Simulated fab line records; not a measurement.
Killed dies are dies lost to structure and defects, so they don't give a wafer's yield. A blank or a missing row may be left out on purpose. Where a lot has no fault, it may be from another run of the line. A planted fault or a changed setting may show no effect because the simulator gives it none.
fab line records | flow sky130 | part 2 of 2: steps 44 to 44 of 44
record lots=6 wafers=18 lastDay=52
route steps=708 shown VIA2@527 METAL3@532 CAPM@537 PAD_OPEN@708
lots untouched by any fault: they come from a run of this same line in which no faults occurred
startH: hours from the record's opening day to when the first of the lot's shown wafers began | waitH: hours since the lot's step before | " repeats the value in the row above | L1.1+2: one row covering several wafers at once | - either no value or no given start | * or withheld: withheld | < > ~ a bound
route shown NAME@n: names a module that has steps shown in the file, with the first one's number in the route | usual: mean/standard deviation taken from wafers without a fault | same: alike in all rows | chamber/n: place in a boat | sites: each site's reading | _std_site: standard deviation across them | _edge_site: outer sites' mean less inner sites' | radiusMm: for every site, how far away it sits from the centre of the wafer | mask NAME#n: copy n | behind: the last tool/chamber to shape the wafer | hold: why the lot was held/for how many hours/how that ended | device: names the non-switching transistor (n, p or np) | end of line: tests of these same wafers at the route's end | where a step has no rows: the recipe by itself | killed: dies that structure and defects cost at the first sort, which is not the same as the wafer's yield | map: the dies of a wafer, with x for killed, . for not killed, _ for no die there
set.NAME: setting as actually run; set.NAME@STEP: the setting as run at that earlier step | model.NAME: the simulator's own value behind a step, which no gauge read
certain route steps with their lots: each step a table, each wafer a row
services: when a tool's chamber went out of use (startH, in hours from the record's first day, below 0 if earlier), for how many hours, and the reason
## steps
# step SKY_PAD_OPEN_PROBE_99
# usual defectLimitedYield=82.5/1.9 killed_at_M0_to_M3=44/7.1 killed_at_M4_up=3.3/1.9 killedAtContacts=24/5.3 killedAtFrontEnd=15/4.5 killedAtOther=0.3/0.55 killedDies=86/9.5 killedOpen=46/7.3 killedShort=39/6.4 sort_bin_3_pad_short=0.9/0.43 sort_bin_5_function=10.3/1.4 sort_bin_6_memory=6.3/1 sortNPass=406/9.5 sortYieldPct=82.5/1.9
# same grossDies=492 killedAtBackSide=0 sort_bin_4_leakage[%]=0 sort_bin_8_speed[%]=0
# columns lot.wafer tool chamber startH waitH defectLimitedYield[%] killed_at_M0_to_M3 killed_at_M4_up killedAtContacts killedAtFrontEnd killedAtOther killedDies killedOpen killedShort sort_bin_3_pad_short[%] sort_bin_5_function[%] sort_bin_6_memory[%] sortNPass sortYieldPct[%] model.etest.capMim.plateOhmSq
L219.3 prober-02 - 1165.55 0.2 85.0 36 3 22 13 0 74 44 30 0.6 8.9 5.5 418 85.0 6.171
L219.4 prober-02 - 1165.60 0.2 85.6 30 4 22 15 0 71 38 32 0.6 8.3 5.5 421 85.6 6.102
L219.6 prober-02 - 1165.70 0.2 83.3 38 4 26 14 0 82 44 38 0.6 8.9 7.1 410 83.3 6.161
L223.1 prober-01 - 1188.81 0.1 79.5 55 2 24 20 0 101 61 40 0.8 13.0 6.7 391 79.5 6.12
L223.5 prober-01 - 1189.01 0.2 81.7 48 2 21 19 0 90 43 46 1.0 11.2 6.1 402 81.7 5.573
L223.6 prober-01 - 1189.06 0.2 82.7 39 2 22 21 1 85 38 47 1.2 9.6 6.5 407 82.7 6.147
L222.2 prober-02 - 1189.35 0.1 81.1 51 3 30 9 0 93 48 43 0.6 11.6 6.7 399 81.1 5.582
L222.5 prober-02 - 1189.50 0.2 83.7 44 4 24 8 0 80 43 37 0.8 10.2 5.3 412 83.7 6.246
L222.6 prober-02 - 1189.55 0.2 83.1 41 0 34 8 0 83 51 30 0.8 9.6 6.5 409 83.1 6.16
L227.3 prober-02 - 1212.96 0.2 83.1 47 2 17 16 1 83 44 39 0.6 10.0 6.3 409 83.1 6.196
L227.4 prober-02 - 1213.01 0.2 86.4 30 1 21 15 0 67 41 26 0.4 8.5 4.7 425 86.4 6.134
L227.5 prober-02 - 1213.06 0.2 80.7 55 3 21 16 0 95 49 46 0.6 11.0 7.7 397 80.7 6.097
L233.1 prober-01 - 1238.02 0.1 84.8 43 0 20 12 0 75 40 35 1.2 8.3 5.7 417 84.8 6.268
L233.4 prober-01 - 1238.17 0.2 83.7 38 1 20 21 0 80 42 36 0.2 10.2 5.9 412 83.7 6.149
L233.5 prober-01 - 1238.22 0.2 82.7 42 2 27 14 0 85 51 34 0.4 11.2 5.7 407 82.7 6.17
L234.2 prober-02 - 1240.25 0.1 82.7 48 3 17 16 1 85 43 42 0.8 8.7 7.7 407 82.7 6.13
L234.4 prober-02 - 1240.35 0.2 80.7 50 4 28 13 0 95 40 55 1.6 11.2 6.5 397 80.7 6.065
L234.5 prober-02 - 1240.40 0.2 85.2 39 3 19 12 0 73 41 32 0 10.0 4.9 419 85.2 6.144
# killed by level:class
L219.3 VIA3:geometricParticle:open=10 VIA1:geometricParticle:open=10 LI_CONTACT:geometricParticle:open=7 CONTACT:geometricParticle:open=6 LOCAL_INTERCONNECT:geometricParticle:short=6 FIELD_ISO:geometricParticle:open=4 POLY_GATE:geometricParticle:short=4 VIA2:geometricParticle:short=4
L219.4 CONTACT:geometricParticle:open=12 VIA2:geometricParticle:open=6 METAL3:geometricParticle:short=5 FIELD_ISO:geometricParticle:open=4 FIELD_ISO:geometricParticle:short=4 POLY_GATE:geometricParticle:open=4 VIA3:geometricParticle:open=4 CONTACT:geometricParticle:short=4
L219.6 VIA1:geometricParticle:open=10 CONTACT:geometricParticle:open=9 FIELD_ISO:geometricParticle:open=6 VIA1:geometricParticle:short=6 CONTACT:geometricParticle:short=6 METAL1:geometricParticle:short=6 VIA3:geometricParticle:open=6 LOCAL_INTERCONNECT:geometricParticle:short=5
L223.1 CONTACT:geometricParticle:open=14 VIA1:geometricParticle:open=13 VIA2:geometricParticle:open=11 FIELD_ISO:geometricParticle:short=8 VIA1:geometricParticle:short=8 VIA3:geometricParticle:open=6 FIELD_ISO:geometricParticle:open=5 LOCAL_INTERCONNECT:geometricParticle:short=5
L223.5 FIELD_ISO:geometricParticle:open=8 VIA1:geometricParticle:open=8 METAL1:geometricParticle:short=7 VIA3:geometricParticle:short=7 FIELD_ISO:geometricParticle:short=6 METAL2:geometricParticle:short=6 CONTACT:geometricParticle:open=6 VIA3:geometricParticle:open=6
L223.6 LI_CONTACT:geometricParticle:open=8 FIELD_ISO:geometricParticle:short=6 CONTACT:geometricParticle:open=6 VIA3:geometricParticle:open=6 VIA1:geometricParticle:short=6 VIA1:geometricParticle:open=5 CONTACT:geometricParticle:short=5 METAL1:geometricParticle:short=5
L222.2 VIA1:geometricParticle:open=13 CONTACT:geometricParticle:open=9 METAL2:geometricParticle:short=9 LI_CONTACT:geometricParticle:open=7 LOCAL_INTERCONNECT:geometricParticle:short=6 VIA3:geometricParticle:open=6 METAL1:geometricParticle:short=5 LI_CONTACT:geometricParticle:short=4
L222.5 VIA1:geometricParticle:open=13 CONTACT:geometricParticle:open=11 VIA2:geometricParticle:open=7 METAL1:geometricParticle:short=5 VIA1:geometricParticle:short=5 METAL2:geometricParticle:short=5 LI_CONTACT:geometricParticle:short=4 LI_CONTACT:geometricParticle:open=4
L222.6 VIA1:geometricParticle:open=14 LI_CONTACT:geometricParticle:open=13 METAL2:geometricParticle:short=7 CONTACT:geometricParticle:open=6 LI_CONTACT:geometricParticle:short=5 VIA2:geometricParticle:open=5 CONTACT:geometricParticle:short=4 VIA1:geometricParticle:short=4
L227.3 VIA1:geometricParticle:open=15 CONTACT:geometricParticle:open=6 LI_CONTACT:geometricParticle:open=5 METAL2:geometricParticle:short=5 VIA2:geometricParticle:short=5 POLY_GATE:geometricParticle:short=4 METAL1:geometricParticle:short=4 VIA2:geometricParticle:open=4
L227.4 CONTACT:geometricParticle:open=9 VIA3:geometricParticle:open=8 VIA2:geometricParticle:open=6 METAL2:geometricParticle:short=5 LI_CONTACT:geometricParticle:open=5 FIELD_ISO:geometricParticle:short=4 POLY_GATE:geometricParticle:short=4 VIA1:geometricParticle:open=4
L227.5 METAL2:geometricParticle:short=12 VIA2:geometricParticle:open=11 VIA3:geometricParticle:open=7 LI_CONTACT:geometricParticle:open=7 CONTACT:geometricParticle:open=6 VIA1:geometricParticle:short=6 VIA1:geometricParticle:open=6 LOCAL_INTERCONNECT:geometricParticle:short=5
L233.1 VIA1:geometricParticle:open=13 CONTACT:geometricParticle:open=7 VIA2:geometricParticle:open=7 METAL1:geometricParticle:short=6 LI_CONTACT:geometricParticle:short=5 METAL2:geometricParticle:short=5 CONTACT:geometricParticle:short=5 VIA3:geometricParticle:open=5
L233.4 VIA1:geometricParticle:open=12 FIELD_ISO:geometricParticle:short=7 CONTACT:geometricParticle:short=7 FIELD_ISO:geometricParticle:open=6 VIA2:geometricParticle:short=5 VIA3:geometricParticle:open=5 LI_CONTACT:geometricParticle:short=4 CONTACT:geometricParticle:open=4
L233.5 CONTACT:geometricParticle:open=13 VIA1:geometricParticle:open=10 LI_CONTACT:geometricParticle:open=7 VIA1:geometricParticle:short=6 VIA3:geometricParticle:open=6 VIA2:geometricParticle:open=6 METAL1:geometricParticle:short=5 FIELD_ISO:geometricParticle:open=3
L234.2 CONTACT:geometricParticle:open=8 METAL1:geometricParticle:short=8 VIA2:geometricParticle:open=7 METAL2:geometricParticle:short=6 VIA3:geometricParticle:open=6 POLY_GATE:geometricParticle:short=5 VIA1:geometricParticle:short=5 VIA1:geometricParticle:open=5
L234.4 METAL1:geometricParticle:short=10 CONTACT:geometricParticle:open=8 LOCAL_INTERCONNECT:geometricParticle:short=7 CONTACT:geometricParticle:short=7 METAL2:geometricParticle:short=7 VIA1:geometricParticle:open=6 VIA3:geometricParticle:open=6 VIA3:geometricParticle:short=5
L234.5 VIA3:geometricParticle:open=10 CONTACT:geometricParticle:open=9 VIA1:geometricParticle:open=8 POLY_GATE:geometricParticle:open=5 LOCAL_INTERCONNECT:geometricParticle:short=4 METAL2:geometricParticle:short=4 METAL3:geometricParticle:short=4 FIELD_ISO:geometricParticle:open=3
## services
# columns tool chamber startH hours kind
rieMetal-01 0 929.13 2.9 repair
wetBench-02 - 944.40 51.6 pm
pvdSputter-04 - 951.74 1.5 repair
pecvd-03 2 952.77 7.9 repair
pecvd-03 1 962.27 7.1 repair
pecvd-03 0 976.33 7.3 repair
rieMetal-04 - 984.08 0.1 repair
pvdSputter-03 - 995.65 5.8 repair
pvdSputter-01 1 997.05 - consumableReplace:kit
pvdSputter-01 1 997.05 18.0 scheduledDown
pvdSputter-01 1 997.05 18.0 ventCycle
pvdSputter-03 - 1008.55 3.4 repair
pvdSputter-01 - 1011.13 2.7 repair
pecvd-02 2 1012.87 2.1 scheduledDown
pvdSputter-04 - 1024.35 2.1 repair
pvdSputter-03 2 1066.90 - consumableReplace:kit
pvdSputter-03 2 1066.90 18.0 scheduledDown
pvdSputter-03 2 1066.90 18.0 ventCycle
rieMetal-01 1 1068.93 4.2 repair
pecvd-03 - 1078.64 2.3 repair
pvdSputter-04 3 1082.89 - consumableReplace:kit
pvdSputter-04 3 1082.89 18.0 scheduledDown
pecvd-02 - 1084.53 14.6 pm
rieMetal-01 - 1089.03 4.3 pm
## key
firstSign step=SKY_CAPM_RS_MEAS_03 reading=CAPM_TIN_RS direction=down sigmas=7 usual=7.08 struck=6.44
effect step=SKY_CAPM_THK_MEAS_04 reading=CAPM_TIN_THK direction=up sigmas=7 usual=193.6 struck=211.8
effect step=SKY_CAPM_METAL_ETCH_13 reading=oesProductAu direction=up sigmas=6.7 usual=0.928 struck=0.983
modelEffect step=SKY_CAPM_SPUTTER_02 value=TiN_of_CAPM_SPUTTER_02.thkNm without=191.2 struck=214.3
modelEffect step=SKY_METAL3_STRIP_20 value=TiN_of_CAPM_SPUTTER_02.thkNm without=190.3 struck=213.4
modelEffect step=SKY_PAD_OPEN_PROBE_99 value=etest.capMim.plateOhmSq without=6.251 struck=5.577
metAt SKY_CAPM_SPUTTER_02
struckWafers L222.2,L223.5
fault kind=processParameterDrift tool=pvdSputter-02 chamber=- onsetH=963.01 steps=SKY_CAPM_SPUTTER_02 channel=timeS offset=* shape=step endH=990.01 actsIn=* stated=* scope=struckWafersOnly
